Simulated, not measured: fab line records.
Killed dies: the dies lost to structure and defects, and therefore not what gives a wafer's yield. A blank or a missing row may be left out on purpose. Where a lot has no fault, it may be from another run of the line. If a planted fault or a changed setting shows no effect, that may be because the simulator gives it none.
A lot that was struck, set against a sound lot    flow sky130    20 steps out of a route of 708
Sound: the wafers L966.1, L966.4, L966.5. Wafers L971.2, L971.5, L971.6 were the ones struck. The cause is given at the end.
For every step that has rows: the tool of each side, followed by ch and its chambers, followed by its first start. Under that, the readings that differ: sound wafers    struck wafers    difference of the means    sigmas: that difference in standard deviations of wafers without a fault.
alike: a reading whose means differ by less than 2 such deviations, as well as words and numbers matching on both sides. not compared: withheld readings; readings where some wafer has no value; bounds like >300 that might hide an equal value; numbers whose values overlap and for which the record gives no deviation.
Wherever a step has rows on one side only, a row that says differs or no value, or a row with sigmas, the two part there. Non-overlapping numbers with no deviation appear without sigmas and do not part them. A reading missing from all wafers of one side parts the sides only when that side holds two or more wafers.

SKY_METAL4_SPUTTER_01: material TiN, target thk 20 nm, time 16.7 s.
  struck on pvd sputter-01, day 45 09:29; sound on pvd sputter-01, day 43 00:17
  alike: throttle valve pct
then, 2 steps without rows for these wafers: SKY_METAL4_SPUTTER_02 (material AlCu, target thk 735 nm, time 39.1 s); SKY_METAL4_SPUTTER_03 (material Ti, target thk 5 nm, time 3.3 s).
SKY_METAL4_SPUTTER_04: material TiN, target thk 70 nm, time 58.3 s.
  struck on pvd sputter-01, day 45 09:34; sound on pvd sputter-01, day 43 00:23
  alike: throttle valve pct
SKY_CAP2M_CVD_00: deposits SiO2, target thk 15.5 nm.
  sound on pecvd-01 ch 0,1, day 43 00:26; struck on pecvd-02 ch 1,2, day 45 09:37
  alike: heater power w
SKY_CAP2M_THK_MEAS_01:
  struck on film metro-02, day 45 09:39; sound on film metro-04, day 43 00:27
  alike: CAP2M_CVD_00_THK
SKY_CAP2M_SPUTTER_02: material TiN, target thk 200 nm, time 166.7 s.
  struck on pvd sputter-04, day 45 09:42; sound on pvd sputter-03, day 43 00:31
  alike: throttle valve pct
SKY_CAP2M_RS_MEAS_03: the measuring method here is four-point-probe.
  struck on film metro-04, day 45 09:50; sound on film metro-02, day 43 00:37
  alike: CAP2M_TIN_RS
SKY_CAP2M_THK_MEAS_04: measures by xrf.
  struck on film metro-04, day 45 09:56; sound on film metro-02, day 43 00:44
  alike: CAP2M_TIN_THK
then, 3 steps without rows for these wafers: SKY_CAP2M_DEHYDRATE_05 (time 60 s); SKY_CAP2M_HMDS_06 (prime time 60 s); SKY_CAP2M_COAT_07 (resist thk 1140 nm).
SKY_CAP2M_SOFTBAKE_08: time 60 s.
  sound on litho track-01 ch 0, day 43 11:37; struck on litho track-01 ch 0, day 45 19:14
reading                   sound              struck             difference  sigmas
heater power total W (W)  56.64 56.63 56.67  53.21 53.21 53.20  -3.44       -82
plate temp C (C)          89.80 89.87 89.84  86.21 86.07 86.13  -3.70       -31
  alike: resist line temp C
then, 2 steps without rows for these wafers: SKY_CAP2M_EXPOSE_09 (exposes mask CAP2M, target cd 1000 nm); SKY_CAP2M_PEB_10.
SKY_CAP2M_DEVELOP_11: develop time 60 s.
  sound on litho track-03 ch 0, day 43 21:24; struck on litho track-04 ch 0, day 46 06:08
reading                                     sound           struck          difference  sigmas
model.NOVOLAK_of_CAP2M_COAT_07.thk nm (nm)  1139 1139 1140  1159 1153 1159  +18         
  alike: resist line temp C
SKY_CAP2M_OVL_MEAS_12:
  struck on overlay-01, day 46 06:16; sound on overlay-01, day 43 21:33
  alike: CAP2M_OVL
SKY_CAP2M_METAL_ETCH_13: etches TiN in Cl2/BCl3, stops on SiO2, target depth 220 nm, time 62.9 s.
  sound on rie metal-03 ch 0,1, day 43 21:35; struck on rie metal-02 ch 1, day 46 06:19
reading                                     sound            struck          difference  sigmas
model.NOVOLAK_of_CAP2M_COAT_07.thk nm (nm)  993.6 994 997.9  1013 1006 1011  +15         
  alike: drypump motor current A, oes product au, throttle valve pct
  not compared: rf hours counter h
SKY_CAP2M_STRIP_14: strips in O2/N2.
  sound on plasma asher-03 ch 1, day 43 21:40; struck on plasma asher-02 ch 0,1, day 46 06:26
reading                       sound              struck             difference  sigmas
strip time to endpoint s (s)  12.66 12.65 12.71  12.82 12.80 12.78  +0.13       +2
  alike: drypump motor current A, o2 flow sccm, oes product au
  not compared: rf hours counter h
next, for these wafers, 1 step has no rows: SKY_PAD_OPEN_PROBE_99.

== WHERE THEY PART ==
Last at SKY_CAP2M_STRIP_14 as far as this record goes, first at SKY_CAP2M_SOFTBAKE_08.

WHY: the cause the simulator had injected
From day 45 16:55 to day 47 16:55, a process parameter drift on litho track-01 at SKY_CAP2M_SOFTBAKE_08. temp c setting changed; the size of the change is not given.
